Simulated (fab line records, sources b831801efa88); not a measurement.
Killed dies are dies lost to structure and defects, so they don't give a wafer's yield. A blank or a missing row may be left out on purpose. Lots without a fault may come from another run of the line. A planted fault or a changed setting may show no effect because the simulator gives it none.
fab line records | flow sky130
record lots=6 wafers=18 last_day=50
route steps=708 shown VIA4@658 METAL5@661
lots that met no fault: from a run of the same line without faults
start_h: hours from the record's first day to the start of the lot's first wafer shown | wait_h: hours since the lot's step before | " the same as in the row above | L1.1+2: a row that stands for several wafers | - no value, or no start given | * or withheld: withheld | < > ~ a bound
route shown NAME@n: a module of which the file shows steps, and the number in the route of the first | usual: mean/standard deviation of fault-free wafers | same: alike in all rows | chamber/n: place in a boat | sites: the reading at each site | _std_site: their standard deviation | _edge_site: outer sites' mean less inner sites' | radius_mm: how far each site lies from the wafer's centre | mask NAME#n: copy n | behind: the tool/chamber that last shaped the wafer | hold: why the lot was held/for how many hours/how that ended | device: the transistor (n, p or np) that didn't switch | end of line: the same wafers' tests at the end of the route | a step without rows: its recipe alone | killed: dies lost to structure and defects at the first sort, not the wafer's yield | map: a wafer's dies, x killed, . not, _ none there
set.NAME: the setting as run; set.NAME@STEP: as run at that earlier step | model.NAME: the simulator's own value behind a step, which no gauge read
lots at some steps of the route; a table a step, a row a wafer
services: from which hour (start_h, from the record's first day; less than 0 if before it) a tool's chamber was out of use, for how many hours, and why
## steps
# step SKY_VIA4_RS_MEAS_19
# recipe thk_meas_gauge=four-point-probe reads=W_of_VIA4_CVD_18+TiN_of_VIA4_SPUTTER_17
# usual VIA4_W_RS=0.2245/0.0026
# columns lot.wafer tool chamber start_h wait_h VIA4_W_RS[ohm/sq]
L573.1 film_metro-01 - 1038.73 0.1 0.2270
L573.4 " - " " 0.2299
L573.6 " - " " 0.2247
L576.1 film_metro-04 - 1054.83 0.1 0.2234
L576.4 " - " " 0.2254
L576.5 " - " " 0.2232
L582.1 film_metro-04 - 1082.87 0.1 0.2231
L582.4 " - " " 0.2219
L582.5 " - " " 0.2217
L587.1 film_metro-03 - 1111.45 0.1 0.2246
L587.3 " - " " 0.2244
L587.6 " - " " 0.2254
L589.3 film_metro-01 - 1120.27 0.1 0.2211
L589.4 " - " " 0.2214
L589.5 " - " " 0.2243
L593.2 film_metro-01 - 1153.40 0.1 0.2278
L593.3 " - " " 0.2286
L593.4 " - " " 0.2229
# step SKY_VIA4_THK_MEAS_20
# recipe thk_meas_gauge=xrf reads=W_of_VIA4_CVD_18
# usual VIA4_W_THK=524/7.2
# columns lot.wafer tool chamber start_h wait_h VIA4_W_THK[nm]
L573.1 film_metro-01 - 1038.85 0.1 520
L573.4 " - " " 511
L573.6 " - " " 525
L576.1 film_metro-04 - 1054.95 0.1 527
L576.4 " - " " 522
L576.5 " - " " 527
L582.1 film_metro-04 - 1082.99 0.1 526
L582.4 " - " " 528
L582.5 " - " " 529
L587.1 film_metro-03 - 1111.57 0.1 522
L587.3 " - " " 520
L587.6 " - " " 517
L589.3 film_metro-01 - 1120.37 0.1 532
L589.4 " - " " 536
L589.5 " - " " 529
L593.2 film_metro-01 - 1153.51 0.1 513
L593.3 " - " " 510
L593.4 " - " " 525
# step SKY_VIA4_CMP_21
# recipe stop_on=SiO2 t_overpolish_s=25 down_force_psi=3.5 platen_rpm=60 target_thk_nm=0 pad_velocity_m_s=0.94248
# usual motor_current_A=10.7/1 overpolish_run_s=25.000/0.0088 slurry_flow_ml_min=150.0/0.47 time_to_endpoint_s=121/4.2
# columns lot.wafer tool chamber start_h wait_h motor_current_A overpolish_run_s slurry_flow_ml_min time_to_endpoint_s
L573.4 cmp-02 0 1038.91 0.0 11.4 25.013 150.2 118
L573.1 " 3 " " 9.7 24.993 149.3 115
L573.6 " 1 " " 11.4 24.997 149.8 120
L576.1 cmp-01 2 1055.01 0.1 11.0 25.008 150.2 126
L576.4 " 1 " " 11.5 24.987 149.7 124
L576.5 " 3 " " 11.6 25.010 149.8 120
L582.1 cmp-02 3 1083.05 0.1 9.6 25.005 150.2 122
L582.4 " 0 " " 11.3 24.992 149.0 120
L582.5 " 0 " " 11.0 25.009 150.2 122
L587.1 cmp-01 2 1111.85 0.3 11.6 25.009 150.4 123
L587.3 " 0 " " 10.8 24.994 150.1 124
L587.6 " 1 " " 11.3 24.988 149.5 124
L589.3 cmp-02 2 1120.46 0.1 8.9 24.983 150.6 120
L589.4 " 3 " " 9.7 25.002 149.8 127
L589.5 " 2 " " 9.0 25.004 150.1 120
L593.3 cmp-01 0 1153.74 0.2 10.6 25.000 149.9 118
L593.2 " 1 " " 12.0 25.011 149.5 119
L593.4 " 2 " " 11.5 24.998 149.8 121
# step SKY_METAL5_SPUTTER_00
# recipe material=Ti target_thk_nm=15 power_w=3000 time_s=10 chamber_pressure_pa=0.4
# step SKY_METAL5_SPUTTER_01
# recipe material=TiN target_thk_nm=20 power_w=6500 time_s=16.7 chamber_pressure_pa=0.4
# usual throttle_valve_pct=30.2/1.2
# columns lot.wafer tool chamber start_h wait_h throttle_valve_pct
L573.1 pvd_sputter-01 - 1039.23 0.0 29.9
L573.4 " - " " 28.5
L573.6 " - " " 30.4
L576.1 pvd_sputter-03 - 1055.33 0.0 29.2
L576.4 " - " " 29.7
L576.5 " - " " 28.9
L582.1 pvd_sputter-03 - 1083.37 0.0 29.7
L582.4 " - " " 29.3
L582.5 " - " " 29.9
L587.1 pvd_sputter-04 - 1112.12 0.0 31.3
L587.3 " - " " 31.6
L587.6 " - " " 31.6
L589.3 pvd_sputter-03 - 1120.73 0.0 28.9
L589.4 " - " " 28.9
L589.5 " - " " 28.7
L593.2 pvd_sputter-01 - 1154.01 0.0 29.4
L593.3 " - " " 30.5
L593.4 " - " " 28.7
# step SKY_METAL5_SPUTTER_02
# recipe material=AlCu target_thk_nm=1150 power_w=10600 time_s=61.2 chamber_pressure_pa=0.4
# usual throttle_valve_pct=30.3/1.2
# columns lot.wafer tool chamber start_h wait_h throttle_valve_pct
L573.1 pvd_sputter-01 - 1039.26 0.0 30.1
L573.4 " - " " 28.8
L573.6 " - " " 30.5
L576.1 pvd_sputter-03 - 1055.36 0.0 29.2
L576.4 " - " " 29.6
L576.5 " - " " 29.0
L582.1 pvd_sputter-03 - 1083.40 0.0 29.6
L582.4 " - " " 29.4
L582.5 " - " " 29.7
L587.1 pvd_sputter-04 - 1112.15 0.0 31.5
L587.3 " - " " 31.4
L587.6 " - " " 31.9
L589.3 pvd_sputter-03 - 1120.76 0.0 29.2
L589.4 " - " " 29.3
L589.5 " - " " 29.1
L593.2 pvd_sputter-01 - 1154.04 0.0 29.6
L593.3 " - " " 30.4
L593.4 " - " " 28.7
# step SKY_METAL5_SPUTTER_03
# recipe material=Ti target_thk_nm=5 power_w=3000 time_s=3.3 chamber_pressure_pa=0.4
# step SKY_METAL5_SPUTTER_04
# recipe material=TiN target_thk_nm=70 power_w=6500 time_s=58.3 chamber_pressure_pa=0.4
# usual throttle_valve_pct=30.2/1.2
# columns lot.wafer tool chamber start_h wait_h throttle_valve_pct
L573.1 pvd_sputter-01 - 1039.33 0.0 30.2
L573.4 " - " " 28.8
L573.6 " - " " 30.3
L576.1 pvd_sputter-03 - 1055.43 0.0 29.3
L576.4 " - " " 29.9
L576.5 " - " " 29.1
L582.1 pvd_sputter-03 - 1083.47 0.0 29.6
L582.4 " - " " 29.0
L582.5 " - " " 29.4
L587.1 pvd_sputter-04 - 1112.22 0.0 31.6
L587.3 " - " " 31.1
L587.6 " - " " 31.6
L589.3 pvd_sputter-03 - 1120.83 0.0 29.0
L589.4 " - " " 29.2
L589.5 " - " " 28.8
L593.2 pvd_sputter-01 - 1154.11 0.0 29.4
L593.3 " - " " 30.3
L593.4 " - " " 28.5
# step SKY_METAL5_RS_MEAS_05
# recipe thk_meas_gauge=four-point-probe reads=TiN_of_METAL5_SPUTTER_04+Ti_of_METAL5_SPUTTER_03+AlCu_of_METAL5_SPUTTER_02+TiN_of_METAL5_SPUTTER_01+Ti_of_METAL5_SPUTTER_00
# usual METAL5_ALCU_RS=0.02722/0.00026
# columns lot.wafer tool chamber start_h wait_h METAL5_ALCU_RS[ohm/sq]
L573.1 film_metro-01 - 1039.37 0.0 0.02724
L573.4 " - " " 0.02736
L573.6 " - " " 0.02749
L576.1 film_metro-01 - 1055.48 0.0 0.02714
L576.4 " - " " 0.02732
L576.5 " - " " 0.02704
L582.1 film_metro-02 - 1083.52 0.0 0.02708
L582.4 " - " " 0.02691
L582.5 " - " " 0.02709
L587.1 film_metro-02 - 1112.26 0.0 0.02758
L587.3 " - " " 0.02705
L587.6 " - " " 0.02727
L589.3 film_metro-01 - 1120.92 0.1 0.02701
L589.4 " - " " 0.02722
L589.5 " - " " 0.02718
L593.2 film_metro-01 - 1154.18 0.0 0.02746
L593.3 " - " " 0.02735
L593.4 " - " " 0.02771
# step SKY_METAL5_THK_MEAS_06
# recipe thk_meas_gauge=xrf reads=AlCu_of_METAL5_SPUTTER_02
# usual METAL5_ALCU_THK=1157/13
# columns lot.wafer tool chamber start_h wait_h METAL5_ALCU_THK[nm]
L573.1 film_metro-01 - 1039.49 0.1 1155
L573.4 " - " " 1152
L573.6 " - " " 1140
L576.1 film_metro-01 - 1055.60 0.1 1167
L576.4 " - " " 1149
L576.5 " - " " 1170
L582.1 film_metro-02 - 1083.64 0.1 1167
L582.4 " - " " 1179
L582.5 " - " " 1170
L587.1 film_metro-02 - 1112.38 0.1 1144
L587.3 " - " " 1164
L587.6 " - " " 1157
L589.3 film_metro-01 - 1121.02 0.1 1157
L589.4 " - " " 1154
L589.5 " - " " 1146
L593.2 film_metro-01 - 1154.29 0.1 1153
L593.3 " - " " 1142
L593.4 " - " " 1140
# step SKY_METAL5_DEHYDRATE_07
# recipe temp_c=200 time_s=60
# step SKY_METAL5_HMDS_08
# recipe prime_time_s=60 prime_temp_c=120
# step SKY_METAL5_COAT_09
# recipe resist=NOVOLAK spin_rpm=3000 resist_thk_nm=1800
# usual spin_speed_rpm=3000.1/2.1
# columns lot.wafer tool chamber start_h wait_h spin_speed_rpm model.NOVOLAK_of_METAL5_COAT_09.thk_nm
L573.1 litho_track-02 0 1049.71 0.1 3001.3 1806
L573.4 " 0 " " 3001.8 1805
L573.6 " 0 " " 3001.0 1803
L576.1 litho_track-03 0 1066.23 0.1 3002.9 1800
L576.4 " 0 " " 3001.0 1791
L576.5 " 0 " " 3001.3 1799
L582.1 litho_track-04 0 1093.71 0.1 2995.3 1794
L582.4 " 0 " " 3000.4 1798
L582.5 " 0 " " 3001.4 1799
L587.1 litho_track-03 0 1121.78 0.1 2945.4 1810
L587.3 " 0 " " 2950.0 1809
L587.6 " 0 " " 2947.1 1806
L589.3 litho_track-03 0 1131.63 0.1 2944.4 1809
L589.4 " 0 " " 2943.7 1812
L589.5 " 0 " " 2944.2 1812
L593.2 litho_track-04 0 1161.83 0.1 3002.5 1799
L593.3 " 0 " " 2998.6 1795
L593.4 " 0 " " 3002.7 1799
# step SKY_METAL5_SOFTBAKE_10
# recipe temp_c=90 time_s=60 resist=NOVOLAK
# step SKY_METAL5_EXPOSE_11
# recipe mask_id=MM5 na=0.6 source_shape=conventional sigma_outer=0.6 polarization=unpolarized target_cd_nm=1600 dose_mj=190
# step SKY_METAL5_PEB_12
# recipe temp_c=withheld time_s=* resist=NOVOLAK
# step SKY_METAL5_DEVELOP_13
# recipe resist=NOVOLAK developer=TMAH develop_time_s=60 dev_temp_c=23
# step SKY_METAL5_DESCUM_14
# recipe chemistry=O2 source_power_w=150 bias_power_w=0 pressure_mtorr=10 temp_c=40 time_s=11
# usual drypump_motor_current_A=5.7/0.56 oes_product_au=1.004/0.012
# columns lot.wafer tool chamber start_h wait_h drypump_motor_current_A oes_product_au rf_hours_counter_h model.NOVOLAK_of_METAL5_COAT_09.thk_nm
L573.1 rie_metal-01 0 1061.21 0.1 5.4 1.010 16 1795
L573.4 " 0 " " 5.4 1.013 - 1795
L573.6 " 0 " " 5.4 1.006 - 1793
L576.1 rie_metal-02 0 1076.16 0.1 6.5 1.022 8 1790
L576.4 " 1 " " 6.3 1.003 - 1781
L576.5 " 1 " " 6.3 1.007 - 1789
L582.1 rie_metal-02 0 1103.91 0.1 6.5 1.012 11 1783
L582.4 " 0 " " 6.5 1.017 - 1787
L582.5 " 0 " " 6.5 1.010 - 1788
L587.1 rie_metal-04 1 1132.31 0.1 5.6 0.989 18 1800
L587.3 " 0 " " 5.0 1.007 - 1799
L587.6 " 0 " " 5.0 1.013 - 1796
L589.3 rie_metal-01 0 1140.32 0.1 5.4 1.010 - 1798
L589.4 " 1 " " 5.1 0.982 - 1802
L589.5 " 0 " " 5.4 1.005 - 1802
L593.2 rie_metal-01 0 1170.73 0.1 5.4 0.994 27 1789
L593.3 " 0 " " 5.5 0.999 - 1785
L593.4 " 1 " " 5.1 0.990 - 1788
# step SKY_METAL5_METAL_ETCH_15
# recipe target_depth_a=12600 stop_on=SiO2 over_etch_frac=0.2 time_s=252 chemistry=Cl2/BCl3 resist_sidewall_deg=86 pressure_mtorr=10 icp_w=900 bias_w=48.5 Cl2_flow_sccm=60 bcl3_flow_sccm=30
# usual drypump_motor_current_A=5.7/0.57 oes_product_au=0.893/0.0046 throttle_valve_pct=22.264/0.009
# columns lot.wafer tool chamber start_h wait_h drypump_motor_current_A oes_product_au rf_hours_counter_h throttle_valve_pct
L573.1 rie_metal-01 0 1061.24 0.0 5.4 0.887 16 22.263
L573.4 " 0 " " 5.4 0.890 - 22.224
L573.6 " 0 " " 5.4 0.898 - 22.262
L576.1 rie_metal-02 0 1076.19 0.0 6.5 0.889 8 22.255
L576.4 " 1 " " 6.3 0.895 - 22.269
L576.5 " 1 " " 6.3 0.898 - 22.264
L582.1 rie_metal-02 0 1103.94 0.0 6.5 0.895 11 22.258
L582.4 " 0 " " 6.5 0.894 - 22.267
L582.5 " 0 " " 6.5 0.897 - 22.273
L587.1 rie_metal-04 1 1132.34 0.0 5.7 0.901 18 22.277
L587.3 " 0 " " 5.0 0.895 - 22.265
L587.6 " 0 " " 5.0 0.895 - 22.254
L589.3 rie_metal-01 0 1140.42 0.1 5.4 0.899 - 22.255
L589.4 " 1 " " 5.1 0.893 - 22.261
L589.5 " 0 " " 5.4 0.890 - 22.251
L593.2 rie_metal-01 0 1170.77 0.0 5.4 0.896 27 22.269
L593.3 " 0 " " 5.4 0.895 - 22.256
L593.4 " 1 " " 5.0 0.892 - 22.269
## services
# columns tool chamber start_h hours kind
pvd_sputter-01 2 1031.39 - consumable_replace:kit
pvd_sputter-01 2 1031.39 18.0 scheduled_down
pvd_sputter-01 2 1031.39 18.0 vent_cycle
pvd_sputter-04 2 1045.99 - consumable_replace:kit
pvd_sputter-04 2 1045.99 18.0 scheduled_down
pvd_sputter-04 2 1045.99 18.0 vent_cycle
cmp-01 - 1056.99 0.8 repair
pvd_sputter-01 - 1063.79 1.6 repair
cmp-02 - 1084.44 4.0 pm
cmp-01 - 1084.46 0.3 repair
pvd_sputter-04 - 1086.66 4.1 repair
cmp-02 - 1088.44 - consumable_replace:conditioner
cmp-02 - 1088.44 - consumable_replace:pad
cmp-01 - 1103.21 5.1 pm
cmp-01 - 1109.02 2.1 repair
rie_metal-01 1 1109.47 16.3 repair
rie_metal-04 - 1130.78 0.3 repair
cmp-02 - 1132.10 2.5 repair
cmp-02 - 1151.61 2.3 repair
cmp-02 - 1163.42 0.8 repair
pvd_sputter-01 1 1168.81 - consumable_replace:kit
pvd_sputter-01 1 1168.81 18.0 scheduled_down
pvd_sputter-01 1 1168.81 18.0 vent_cycle
rie_metal-04 0 1170.74 14.6 repair
## key
first_sign step=SKY_METAL5_COAT_09 reading=spin_speed_rpm direction=down sigmas=26 usual=3000.1 struck=2945.8
effect none on later readings
model_effect step=SKY_METAL5_COAT_09 value=NOVOLAK_of_METAL5_COAT_09.thk_nm without=1793 struck=1810
model_effect step=SKY_METAL5_DESCUM_14 value=NOVOLAK_of_METAL5_COAT_09.thk_nm without=1783 struck=1799
met_at SKY_METAL5_COAT_09
struck_wafers L587.1,L587.3,L587.6,L589.3,L589.4,L589.5
onset_between 1066.23 1121.78
fault kind=process_parameter_drift tool=litho_track-03 chamber=- onset_h=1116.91 steps=SKY_METAL5_COAT_09 channel=spin_rpm offset=-55.114 shape=step end_h=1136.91 acts_in=these_recipes_only stated=3000
